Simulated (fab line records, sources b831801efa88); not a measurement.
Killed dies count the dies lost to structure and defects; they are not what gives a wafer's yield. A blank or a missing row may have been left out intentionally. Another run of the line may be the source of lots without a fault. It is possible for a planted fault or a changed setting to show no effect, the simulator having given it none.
fab line records -- flow sky130
[record] lots = 12, wafers = 36, lastDay = 51
route steps=708 shown METAL3@568 METAL4@630 VIA4@652 PAD_OPEN@708
lots that met no fault: taken from a fault-free run of the same line
startH: hours from the record's opening day to when the first of the lot's shown wafers began -- waitH: hours since the lot's step before -- " unchanged from the row above -- L1.1+2: several wafers, shown together as one row -- - value missing, or start not given -- * or withheld: withheld -- < > ~ a bound
route shown NAME@n: a module of which the file shows steps, and the number in the route of the first -- usual: mean/standard deviation taken from wafers without a fault -- same: alike in all rows -- chamber/n: place in a boat -- sites: readings site by site -- _std_site: standard deviation of those values -- _edge_site: outer sites' mean less inner sites' -- radiusMm: how far each site lies from the wafer's centre -- mask NAME#n: copy n -- behind: the last tool/chamber to shape the wafer -- hold: reason for holding the lot/hours on hold/outcome of the hold -- device: which transistor (n, p or np) failed to switch -- end of line: at the end of the route, the tests of the same wafers -- a step given without rows: its recipe and nothing more -- killed: at the first sort, the dies lost to defects and structure; wafer yield is something else -- map: per-die view of a wafer (x killed, . not killed, _ where there is no die)
set.NAME: the run value of the setting; set.NAME@STEP: its run value at that earlier step -- model.NAME: the simulator's own value behind a step, which no gauge read
steps of the route over a sample of lots; a table a step, a row a wafer
services: the hour from which a tool's chamber was out of use, counted from the record's first day as startH (under 0 if before that day), plus the number of hours and why
[[steps]]
[step SKY_METAL3_METAL_ETCH_18]
[recipe] targetDepthA = 8450, stopOn = SiO2, overEtchFrac = 0.3, timeS = 183.1, chemistry = Cl2/BCl3, resistSidewallDeg = 88, pressureMtorr = 10, icpW = 900, biasW = 48.5, Cl2_flow_sccm = 60, bcl3FlowSccm = 30
[usual] drypumpMotorCurrentA = 5.4/0.49, mfcCl2Sccm = 59.99/0.17, oesProductAu = 0.867/0.0064, throttleValvePct = 22.264/0.0087
lot.wafer,tool,chamber,startH,waitH,drypumpMotorCurrentA,mfcCl2Sccm,oesProductAu,rfHoursCounterH,throttleValvePct
L613.1,rieMetal-02,1,888.55,0.0,4.8,60.16,0.864,17,22.282
L613.3,rieMetal-02,0,888.55,0.0,6.2,59.87,0.856,-,22.276
L613.4,rieMetal-02,1,888.55,0.0,4.8,59.79,0.859,-,22.266
L616.1,rieMetal-02,1,918.87,0.0,4.8,60.10,0.863,19,22.270
L616.2,rieMetal-02,1,918.87,0.0,4.8,60.02,0.871,-,22.251
L616.6,rieMetal-02,1,918.87,0.0,4.8,60.23,0.869,-,22.255
L620.1,rieMetal-02,1,950.33,0.0,4.8,60.07,0.877,0,22.262
L620.3,rieMetal-02,0,950.33,0.0,6.2,59.99,0.868,-,22.261
L620.5,rieMetal-02,0,950.33,0.0,6.2,59.90,0.865,-,22.264
L623.2,rieMetal-02,1,968.17,0.0,4.9,60.30,0.875,1,22.264
L623.4,rieMetal-02,0,968.17,0.0,6.2,60.12,0.873,-,22.254
L623.6,rieMetal-02,0,968.17,0.0,6.2,60.05,0.869,-,22.274
L624.2,rieMetal-02,1,974.80,0.0,4.8,59.87,0.874,2,22.261
L624.3,rieMetal-02,1,974.80,0.0,4.9,59.75,0.863,-,22.271
L624.5,rieMetal-02,1,974.80,0.0,4.9,59.82,0.862,-,22.271
L625.1,rieMetal-01,1,986.07,0.0,5.2,60.10,0.870,17,22.260
L625.4,rieMetal-01,0,986.07,0.0,6.0,60.06,0.873,-,22.269
L625.5,rieMetal-01,1,986.07,0.0,5.2,59.98,0.865,-,22.252
L627.2,rieMetal-02,0,995.27,0.0,6.2,60.30,0.865,5,22.268
L627.4,rieMetal-02,0,995.27,0.0,6.2,60.19,0.873,-,22.271
L627.5,rieMetal-02,1,995.27,0.0,4.8,60.15,0.865,-,22.272
L628.1,rieMetal-02,1,1004.55,0.0,4.8,59.92,0.876,3,22.254
L628.2,rieMetal-02,0,1004.55,0.0,6.2,59.65,0.867,5,22.272
L628.6,rieMetal-02,0,1004.55,0.0,6.2,59.78,0.863,-,22.253
L631.3,rieMetal-02,0,1037.86,0.1,6.2,59.87,0.867,-,22.266
L631.5,rieMetal-02,1,1037.86,0.1,4.9,60.03,0.871,-,22.267
L631.6,rieMetal-02,0,1037.86,0.1,6.2,59.65,0.866,-,22.256
L632.3,rieMetal-02,0,1042.73,0.1,6.2,60.06,0.864,-,22.272
L632.4,rieMetal-02,1,1042.73,0.1,4.8,60.22,0.880,-,22.266
L632.5,rieMetal-02,1,1042.73,0.1,4.9,60.31,0.866,-,22.254
L633.1,rieMetal-03,1,1055.57,0.0,5.5,60.03,0.868,8,22.245
L633.2,rieMetal-03,0,1055.57,0.0,5.1,59.69,0.872,14,22.267
L633.4,rieMetal-03,0,1055.57,0.0,5.1,59.83,0.862,-,22.257
L636.1,rieMetal-01,0,1087.00,0.0,6.0,60.08,0.863,1,22.248
L636.2,rieMetal-01,1,1087.00,0.0,5.3,60.18,0.870,24,22.279
L636.4,rieMetal-01,1,1087.00,0.0,5.3,59.95,0.865,-,22.256
[step SKY_METAL4_OVL_MEAS_14]
[usual] METAL4_OVL = 4/5.9
lot.wafer,tool,chamber,startH,waitH,METAL4_OVL[nm]
L613.1,overlay-01,-,966.42,0.1,11
L613.3,overlay-01,-,966.42,0.1,13
L613.4,overlay-01,-,966.42,0.1,3
L616.1,overlay-02,-,995.79,0.1,9
L616.2,overlay-02,-,995.79,0.1,-4
L616.6,overlay-02,-,995.79,0.1,-5
L620.1,overlay-02,-,1025.19,0.1,1
L620.3,overlay-02,-,1025.19,0.1,8
L620.5,overlay-02,-,1025.19,0.1,3
L623.2,overlay-01,-,1041.77,0.1,-1
L623.4,overlay-01,-,1041.77,0.1,8
L623.6,overlay-01,-,1041.77,0.1,2
L624.2,overlay-01,-,1047.55,0.1,15
L624.3,overlay-01,-,1047.55,0.1,0
L624.5,overlay-01,-,1047.55,0.1,-2
L625.1,overlay-02,-,1056.96,0.1,10
L625.4,overlay-02,-,1056.96,0.1,8
L625.5,overlay-02,-,1056.96,0.1,9
L627.2,overlay-02,-,1064.97,0.1,7
L627.4,overlay-02,-,1064.97,0.1,3
L627.5,overlay-02,-,1064.97,0.1,-1
L628.1,overlay-01,-,1073.12,0.1,8
L628.2,overlay-01,-,1073.12,0.1,10
L628.6,overlay-01,-,1073.12,0.1,12
L631.3,overlay-01,-,1104.28,0.1,5
L631.5,overlay-01,-,1104.28,0.1,13
L631.6,overlay-01,-,1104.28,0.1,3
L632.3,overlay-02,-,1107.75,0.1,6
L632.4,overlay-02,-,1107.75,0.1,7
L632.5,overlay-02,-,1107.75,0.1,11
L633.1,overlay-02,-,1120.64,0.1,-5
L633.2,overlay-02,-,1120.64,0.1,7
L633.4,overlay-02,-,1120.64,0.1,7
L636.1,overlay-02,-,1149.44,0.1,3
L636.2,overlay-02,-,1149.44,0.1,5
L636.4,overlay-02,-,1149.44,0.1,-2
[step SKY_VIA4_STRIP_13]
[recipe] chemistry = O2/N2, powerW = 1400, pressureMtorr = 1500, platenTempC = withheld, o2FlowSccm = 3000, n2FlowSccm = 300, overashFraction = 0.5
[usual] drypumpMotorCurrentA = 5.8/0.31, oesProductAu = 0.710/0.0046, stripTimeToEndpointS = 12.82/0.038
lot.wafer,tool,chamber,startH,waitH,drypumpMotorCurrentA,oesProductAu,rfHoursCounterH,stripTimeToEndpointS
L613.1,plasmaAsher-03,1,992.43,-,5.3,0.707,55,12.76
L613.3,plasmaAsher-03,1,992.43,-,5.3,0.710,-,12.80
L613.4,plasmaAsher-03,0,992.43,-,6.1,0.707,-,12.81
L616.1,plasmaAsher-03,0,1020.28,-,6.0,0.708,58,12.87
L616.2,plasmaAsher-03,1,1020.28,-,5.3,0.716,58,12.87
L616.6,plasmaAsher-03,0,1020.28,-,6.1,0.708,-,12.80
L620.1,plasmaAsher-02,0,1048.98,-,5.8,0.717,91,12.80
L620.3,plasmaAsher-02,1,1048.98,-,5.9,0.710,-,12.84
L620.5,plasmaAsher-02,0,1048.98,-,5.8,0.707,-,12.79
L623.2,plasmaAsher-02,0,1064.61,-,5.8,0.707,93,12.86
L623.4,plasmaAsher-02,1,1064.61,-,6.0,0.710,-,12.79
L623.6,plasmaAsher-02,1,1064.61,-,5.9,0.715,-,12.83
L624.2,plasmaAsher-01,0,1070.36,-,6.7,0.714,32,12.81
L624.3,plasmaAsher-01,1,1070.36,-,5.7,0.714,-,12.80
L624.5,plasmaAsher-01,0,1070.36,-,6.6,0.708,-,12.82
L625.1,plasmaAsher-03,1,1079.73,-,5.3,0.717,65,12.86
L625.4,plasmaAsher-03,0,1079.73,-,6.0,0.708,-,12.88
L625.5,plasmaAsher-03,0,1079.73,-,6.0,0.712,-,12.87
L627.2,plasmaAsher-02,0,1087.11,-,5.8,0.707,96,12.85
L627.4,plasmaAsher-02,0,1087.11,-,5.8,0.703,-,12.83
L627.5,plasmaAsher-02,0,1087.11,-,5.8,0.707,-,12.82
L628.1,plasmaAsher-03,1,1095.13,-,5.3,0.715,66,12.80
L628.2,plasmaAsher-03,0,1095.13,-,6.0,0.710,66,12.83
L628.6,plasmaAsher-03,1,1095.13,-,5.3,0.711,-,12.80
L631.3,plasmaAsher-03,0,1124.99,-,6.0,0.707,-,12.84
L631.5,plasmaAsher-03,1,1124.99,-,5.3,0.707,-,12.83
L631.6,plasmaAsher-03,0,1124.99,-,6.0,0.707,-,12.80
L632.3,plasmaAsher-03,0,1128.76,-,6.1,0.716,-,12.81
L632.4,plasmaAsher-03,1,1128.76,-,5.3,0.714,-,12.76
L632.5,plasmaAsher-03,1,1128.76,-,5.3,0.708,-,12.79
L633.1,plasmaAsher-02,1,1141.26,-,5.9,0.702,101,12.91
L633.2,plasmaAsher-02,0,1141.26,-,5.8,0.710,101,12.88
L633.4,plasmaAsher-02,1,1141.26,-,5.9,0.708,-,12.80
L636.1,plasmaAsher-02,0,1167.86,-,5.7,0.707,103,12.83
L636.2,plasmaAsher-02,1,1167.86,-,6.0,0.709,103,12.82
L636.4,plasmaAsher-02,0,1167.86,-,5.8,0.707,-,12.78
[step SKY_VIA4_SPUTTER_17]
[recipe] material = TiN, targetThkNm = 20, chamberPressurePa = 5, powerW = 4000, timeS = 80
[usual] throttleValvePct = 29.7/0.74
lot.wafer,tool,chamber,startH,waitH,throttleValvePct
L613.1,pvdSputter-04,-,993.02,0.0,30.3
L613.3,pvdSputter-04,-,993.02,0.0,29.3
L613.4,pvdSputter-04,-,993.02,0.0,29.8
L616.1,pvdSputter-02,-,1020.91,0.0,30.6
L616.2,pvdSputter-02,-,1020.91,0.0,28.8
L616.6,pvdSputter-02,-,1020.91,0.0,29.0
L620.1,pvdSputter-03,-,1049.61,0.0,29.3
L620.3,pvdSputter-03,-,1049.61,0.0,29.0
L620.5,pvdSputter-03,-,1049.61,0.0,31.1
L623.2,pvdSputter-02,-,1065.20,0.0,30.4
L623.4,pvdSputter-02,-,1065.20,0.0,30.4
L623.6,pvdSputter-02,-,1065.20,0.0,29.0
L624.2,pvdSputter-03,-,1070.95,0.0,28.9
L624.3,pvdSputter-03,-,1070.95,0.0,29.1
L624.5,pvdSputter-03,-,1070.95,0.0,29.3
L625.1,pvdSputter-02,-,1080.32,0.0,29.6
L625.4,pvdSputter-02,-,1080.32,0.0,30.1
L625.5,pvdSputter-02,-,1080.32,0.0,30.8
L627.2,pvdSputter-04,-,1087.73,0.0,29.6
L627.4,pvdSputter-04,-,1087.73,0.0,30.9
L627.5,pvdSputter-04,-,1087.73,0.0,29.3
L628.1,pvdSputter-04,-,1096.06,0.0,29.6
L628.2,pvdSputter-04,-,1096.06,0.0,29.1
L628.6,pvdSputter-04,-,1096.06,0.0,30.8
L631.3,pvdSputter-03,-,1125.69,0.0,29.3
L631.5,pvdSputter-03,-,1125.69,0.0,28.7
L631.6,pvdSputter-03,-,1125.69,0.0,31.0
L632.3,pvdSputter-02,-,1129.40,0.0,30.2
L632.4,pvdSputter-02,-,1129.40,0.0,30.7
L632.5,pvdSputter-02,-,1129.40,0.0,30.3
L633.1,pvdSputter-03,-,1141.89,0.0,28.9
L633.2,pvdSputter-03,-,1141.89,0.0,29.6
L633.4,pvdSputter-03,-,1141.89,0.0,31.0
L636.1,pvdSputter-04,-,1168.45,0.0,29.4
L636.2,pvdSputter-04,-,1168.45,0.0,29.0
L636.4,pvdSputter-04,-,1168.45,0.0,30.3
[step SKY_PAD_OPEN_PROBE_99]
[usual] defectLimitedYield = 82.3/2.1, killed_at_M0_to_M3 = 44/7.2, killed_at_M4_up = 3.1/1.7, killedAtContacts = 24/5.2, killedAtFrontEnd = 15/4.1, killedAtOther = 0.3/0.61, killedDies = 87/10, killedOpen = 48/7.5, killedShort = 39/6.6, sort_bin_3_pad_short = 0.8/0.39, sort_bin_5_function = 10.4/1.7, sort_bin_6_memory = 6.5/1.1, sortNPass = 405/10, sortYieldPct = 82.3/2.1
[same] grossDies = 492, killedAtBackSide = 0, sort_bin_4_leakage[%] = 0, sort_bin_8_speed[%] = 0
lot.wafer,tool,chamber,startH,waitH,defectLimitedYield[%],killed_at_M0_to_M3,killed_at_M4_up,killedAtContacts,killedAtFrontEnd,killedAtOther,killedDies,killedOpen,killedShort,sort_bin_3_pad_short[%],sort_bin_5_function[%],sort_bin_6_memory[%],sortNPass,sortYieldPct[%]
L620.1,prober-02,-,1114.74,0.1,85.8,39,2,16,13,0,70,33,37,1.4,8.5,4.3,422,85.8
L620.3,prober-02,-,1114.84,0.2,79.5,55,3,25,18,0,101,49,52,0.8,12.6,7.1,391,79.5
L620.5,prober-02,-,1114.94,0.2,82.3,47,2,18,20,0,87,51,36,0.8,10.6,6.3,405,82.3
L625.1,prober-01,-,1144.06,0.1,85.0,36,1,22,15,0,74,44,30,0.4,9.1,5.5,418,85.0
L625.4,prober-01,-,1144.21,0.2,79.1,58,5,24,16,0,103,49,53,0.8,11.4,8.7,389,79.1
L625.5,prober-01,-,1144.26,0.2,80.5,45,2,30,19,0,96,52,44,2.0,11.4,6.1,396,80.5
L627.2,prober-01,-,1149.44,0.1,83.3,38,3,26,15,0,82,43,37,1.2,11.0,4.5,410,83.3
L627.4,prober-01,-,1149.54,0.2,83.3,47,0,15,20,0,82,45,37,0.4,12.0,4.3,410,83.3
L627.5,prober-01,-,1149.59,0.2,83.7,43,4,18,15,0,80,43,37,0.6,8.9,6.7,412,83.7
L628.1,prober-02,-,1157.11,0.1,74.0,85,3,19,21,0,128,47,36,3.5,14.4,8.1,364,74.0
L628.2,prober-02,-,1157.16,0.1,85.8,33,3,17,16,1,70,35,35,0.4,7.9,5.9,422,85.8
L628.6,prober-02,-,1157.36,0.2,84.3,38,3,22,13,1,77,44,33,0.8,8.7,6.1,415,84.3
L631.3,prober-01,-,1182.80,0.2,82.3,57,5,15,10,0,87,50,36,0.4,11.4,5.9,405,82.3
L631.5,prober-01,-,1182.90,0.2,75.0,76,5,26,16,0,123,47,37,2.6,16.5,5.9,369,75.0
L631.6,prober-01,-,1182.95,0.2,81.7,46,8,24,12,0,90,43,45,0.6,12.2,5.5,402,81.7
L632.3,prober-02,-,1186.74,0.2,81.9,38,3,27,19,2,89,45,42,0.6,11.0,6.5,403,81.9
L632.4,prober-02,-,1186.79,0.2,78.5,78,1,13,13,1,106,37,29,2.2,14.0,5.3,386,78.5
L632.5,prober-02,-,1186.84,0.2,74.0,94,3,22,9,0,128,47,37,2.2,14.2,9.6,364,74.0
// killed by level:class
L620.1 VIA1:geometricParticle:open=13 METAL1:geometricParticle:short=9 CONTACT:geometricParticle:open=7 METAL2:geometricParticle:short=7 FIELD_ISO:geometricParticle:short=6 LI_CONTACT:geometricParticle:open=4 FIELD_ISO:geometricParticle:open=3 POLY_GATE:geometricParticle:short=2
L620.3 CONTACT:geometricParticle:open=14 VIA1:geometricParticle:open=10 VIA2:geometricParticle:short=9 VIA2:geometricParticle:open=6 VIA1:geometricParticle:short=6 METAL2:geometricParticle:short=5 METAL3:geometricParticle:short=5 FIELD_ISO:geometricParticle:short=4
L620.5 VIA3:geometricParticle:open=8 VIA2:geometricParticle:open=8 VIA1:geometricParticle:open=7 POLY_GATE:geometricParticle:short=6 CONTACT:geometricParticle:open=6 FIELD_ISO:geometricParticle:open=5 POLY_GATE:geometricParticle:open=5 METAL1:geometricParticle:short=5
L625.1 CONTACT:geometricParticle:open=13 VIA1:geometricParticle:open=10 VIA1:geometricParticle:short=5 VIA2:geometricParticle:open=5 FIELD_ISO:geometricParticle:open=4 POLY_GATE:geometricParticle:short=4 CONTACT:geometricParticle:short=4 VIA3:geometricParticle:open=4
L625.4 VIA1:geometricParticle:open=13 CONTACT:geometricParticle:open=9 METAL1:geometricParticle:short=9 FIELD_ISO:geometricParticle:short=7 LI_CONTACT:geometricParticle:open=7 VIA1:geometricParticle:short=7 METAL2:geometricParticle:short=7 VIA3:geometricParticle:open=6
L625.5 VIA1:geometricParticle:open=14 CONTACT:geometricParticle:open=9 CONTACT:geometricParticle:short=7 METAL1:geometricParticle:short=7 VIA3:geometricParticle:open=7 FIELD_ISO:geometricParticle:open=5 POLY_GATE:geometricParticle:short=5 LI_CONTACT:geometricParticle:open=5
L627.2 CONTACT:geometricParticle:open=11 VIA3:geometricParticle:open=10 VIA2:geometricParticle:open=6 CONTACT:geometricParticle:short=5 FIELD_ISO:geometricParticle:open=4 SPACER:geometricParticle:short=4 LOCAL_INTERCONNECT:geometricParticle:short=4 METAL1:geometricParticle:short=4
L627.4 VIA1:geometricParticle:open=14 METAL2:geometricParticle:short=10 POLY_GATE:geometricParticle:open=6 CONTACT:geometricParticle:open=6 METAL1:geometricParticle:short=6 POLY_GATE:geometricParticle:short=5 VIA2:geometricParticle:open=4 FIELD_ISO:geometricParticle:open=3
L627.5 METAL1:geometricParticle:short=9 CONTACT:geometricParticle:open=7 VIA1:geometricParticle:open=7 POLY_GATE:geometricParticle:open=6 VIA2:geometricParticle:open=6 METAL2:geometricParticle:short=5 LI_CONTACT:geometricParticle:open=4 VIA1:geometricParticle:short=4
L628.1 METAL3:unspecified=45 CONTACT:geometricParticle:open=7 FIELD_ISO:geometricParticle:open=7 METAL1:geometricParticle:short=7 VIA1:geometricParticle:open=7 VIA2:geometricParticle:open=7 POLY_GATE:geometricParticle:open=6 VIA3:geometricParticle:open=5
L628.2 VIA1:geometricParticle:open=8 CONTACT:geometricParticle:open=7 FIELD_ISO:geometricParticle:open=4 METAL1:geometricParticle:short=4 VIA3:geometricParticle:short=4 FIELD_ISO:geometricParticle:short=3 POLY_GATE:geometricParticle:open=3 POLY_GATE:geometricParticle:short=3
L628.6 CONTACT:geometricParticle:open=9 VIA1:geometricParticle:open=7 VIA2:geometricParticle:open=7 FIELD_ISO:geometricParticle:open=6 LI_CONTACT:geometricParticle:open=6 VIA3:geometricParticle:open=6 LOCAL_INTERCONNECT:geometricParticle:short=5 VIA1:geometricParticle:short=5
L631.3 VIA1:geometricParticle:open=12 METAL2:geometricParticle:short=9 METAL1:geometricParticle:short=8 VIA3:geometricParticle:open=7 CONTACT:geometricParticle:open=5 METAL2:geometricParticle:open=5 LI_CONTACT:geometricParticle:open=4 VIA1:geometricParticle:short=4
L631.5 METAL3:unspecified=38 CONTACT:geometricParticle:open=11 VIA1:geometricParticle:open=9 VIA3:geometricParticle:open=7 VIA2:geometricParticle:open=6 METAL2:geometricParticle:short=6 LI_CONTACT:geometricParticle:short=5 LI_CONTACT:geometricParticle:open=5
L631.6 CONTACT:geometricParticle:open=10 METAL2:geometricParticle:short=8 VIA1:geometricParticle:open=7 VIA2:geometricParticle:open=6 METAL3:geometricParticle:short=5 VIA3:geometricParticle:open=5 CONTACT:geometricParticle:short=4 METAL1:geometricParticle:short=4
L632.3 CONTACT:geometricParticle:open=9 LI_CONTACT:geometricParticle:open=8 VIA1:geometricParticle:open=7 VIA3:geometricParticle:open=7 VIA1:geometricParticle:short=7 FIELD_ISO:geometricParticle:short=6 FIELD_ISO:geometricParticle:open=5 LI_CONTACT:geometricParticle:short=5
L632.4 METAL3:unspecified=40 VIA1:geometricParticle:open=9 FIELD_ISO:geometricParticle:open=5 METAL1:geometricParticle:short=5 VIA3:geometricParticle:open=5 METAL2:geometricParticle:short=5 VIA2:geometricParticle:short=4 CONTACT:geometricParticle:open=4
L632.5 METAL3:unspecified=44 CONTACT:geometricParticle:open=11 VIA1:geometricParticle:open=11 VIA1:geometricParticle:short=10 VIA2:geometricParticle:open=8 METAL2:geometricParticle:short=5 LI_CONTACT:geometricParticle:open=5 VIA3:geometricParticle:open=5
[[services]]
tool,chamber,startH,hours,kind
rieMetal-01,-,890.63,2.8,pm
pvdSputter-03,-,892.44,0.6,repair
rieMetal-02,0,901.22,-,clean
rieMetal-02,0,901.22,19.3,scheduledDown
rieMetal-02,0,901.22,19.3,ventCycle
pvdSputter-04,-,910.19,11.4,repair
plasmaAsher-03,-,912.49,2.8,pm
pvdSputter-02,3,917.88,-,consumableReplace:kit
pvdSputter-02,3,917.88,18.0,scheduledDown
rieMetal-02,1,922.62,-,clean
rieMetal-02,1,922.62,18.3,scheduledDown
rieMetal-02,1,922.62,18.3,ventCycle
rieMetal-01,-,925.09,1.0,repair
plasmaAsher-03,-,956.32,8.3,repair
pvdSputter-04,-,962.67,6.6,repair
pvdSputter-02,-,967.56,8.9,repair
rieMetal-01,-,1000.67,4.0,pm
plasmaAsher-02,-,1004.06,3.9,repair
plasmaAsher-01,-,1017.30,14.6,pm
rieMetal-01,0,1050.49,5.9,repair
plasmaAsher-01,-,1071.21,0.3,repair
pvdSputter-03,-,1071.31,1.5,repair
pvdSputter-02,-,1133.81,5.9,repair
rieMetal-03,-,1154.39,2.8,pm
[[key]]
[firstSign] step = SKY_PAD_OPEN_PROBE_99, reading = killed_at_M0_to_M3, direction = up, sigmas = 5.4, usual = 44, struck = 83
[effect] step = SKY_PAD_OPEN_PROBE_99, reading = sort_bin_3_pad_short, direction = up, sigmas = 4.7, usual = 0.8, struck = 2.6
metAt SKY_METAL3_METAL_ETCH_18
struckLots L628,L631,L632
struckWafers L628.1,L631.5,L632.4,L632.5
notActingAt SKY_METAL4_OVL_MEAS_14,SKY_VIA4_STRIP_13,SKY_VIA4_SPUTTER_17
onsetBetween 995.27 1004.55
[fault] kind = chamberParticleSource, tool = rieMetal-02, chamber = 1, onsetH = 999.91, steps = SKY_METAL3_METAL_ETCH_18, ratePerVisitCm2 = 0.7988, endH = 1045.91
